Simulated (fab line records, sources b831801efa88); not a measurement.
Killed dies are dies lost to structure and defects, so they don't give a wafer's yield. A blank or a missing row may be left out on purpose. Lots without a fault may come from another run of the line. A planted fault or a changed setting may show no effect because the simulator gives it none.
Problem report in the 8D (eight disciplines) form, filled by code | flow gf180mcu | the parts of the form that need people (team, actions taken, sign-off) are left out

1. THE PROBLEM
MVSD_TW at GF_MVSD_TW_MEAS_11 reads a mean of 1767 on 6 wafers of 2 lots; wafers without a fault read 1589 with a standard deviation of 7.9. That is +23 standard deviations from the usual mean.
First seen on wafer L527.2, day 7 06:33, on film_metro-01. The record holds 36 wafers of 12 lots with a number at this step. Rule for "out", or "out of limits": more than 4 standard deviations from the usual mean. The other wafers with a number count as sound.

2. WHAT IT IS AND WHAT IT IS NOT
question                    | is                     | is not
which readings at this step | MVSD_TW                | -
which lots                  | L527, L529             | L516, L517, L524, L526, L530, L533, L534, L535, L536, L537
which wafers of those lots  | all that have a number | -
read on which gauges        | film_metro-01          | film_metro-03, film_metro-04
when                        | from day 7 06:33       | up to then (12 sound wafers); but 18 sound wafers of L530, L533, L534, L535, L536, L537 came after

3. SUSPECTS, AND WHAT RULES EACH OUT
Counting: a tool at a process step up to the reading stays a suspect if it ran every lot that is out and no sound lot after the first of them.
- the gauge at GF_MVSD_TW_MEAS_11: ruled out. All the wafers that are out were read on film_metro-01, but those of them that GF_MVSD_IMPLANT_08 has rows for are out there too, on other tools.
- cmp-01 at GF_STI_CMP_25 (polishes, stops on Si3N4, t overpolish 33 s, target thk 524.6 nm): ruled out as a lasting fault. Sound lots L533, L534 ran on it after its first lot that is out, L527 (day 4 18:10).
- implanter-01 at GF_MVSD_IMPLANT_08: kept. It ran every lot that is out, first L527 (day 7 06:10), and no sound lot after that; its last sound lot up to then is L526 (day 7 03:41). Its own readings are out on those wafers: dose_ions_cm2, faraday_current_uA.
Left after counting: implanter-01 at GF_MVSD_IMPLANT_08.

4. THE CAUSE (what the simulator had put in)
Process parameter drift: implanter-01, from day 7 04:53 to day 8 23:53, at GF_MVSD_IMPLANT_08. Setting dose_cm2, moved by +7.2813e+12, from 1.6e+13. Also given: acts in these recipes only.
Counting left only this tool.

5. THE CHAIN OF EFFECTS, in route order
Each row: a reading whose mean over the struck wafers that have a number lies more than 3 standard deviations from the usual. Only readings for which the record gives a usual standard deviation are gone through. hours: the time from each lot's start at the first step in this table that gives one to its start at this step, as a median over the lots. sigmas: the change in usual standard deviations.
hours | step                     | reading            | usual        | on struck wafers | change      | sigmas
0     | GF_MVSD_IMPLANT_08       | dose_ions_cm2      | 1.5997e+13   | 2.3282e+13       | +7.2848e+12 | +99 or more
0     | GF_MVSD_IMPLANT_08       | faraday_current_uA | 90.3         | 130.7            | +40.4       | +20
0     | GF_MVSD_TW_MEAS_11       | MVSD_TW            | 1589         | 1767             | +178        | +23
86    | GF_VT_IMPLANT_RS_MEAS_46 | MVSD_RS            | 456.7 ohm/sq | 382.5            | -74.2       | -57
The process steps in it:
- GF_MVSD_IMPLANT_08

6. WHAT WOULD HAVE CAUGHT IT SOONER
In this record the first reading out of limits at a measuring or inspecting step was taken at day 7 06:33, 2 hours after the fault began at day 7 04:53.
The tool's own readings at GF_MVSD_IMPLANT_08 were out on every struck wafer that the step has a row for (dose_ions_cm2, faraday_current_uA): an alarm limit on them would have fired on the first of those.
Of the lots that are out (2), L529 began GF_MVSD_IMPLANT_08 on implanter-01 after day 7 06:33. A hold on the tool at that time would have spared it.
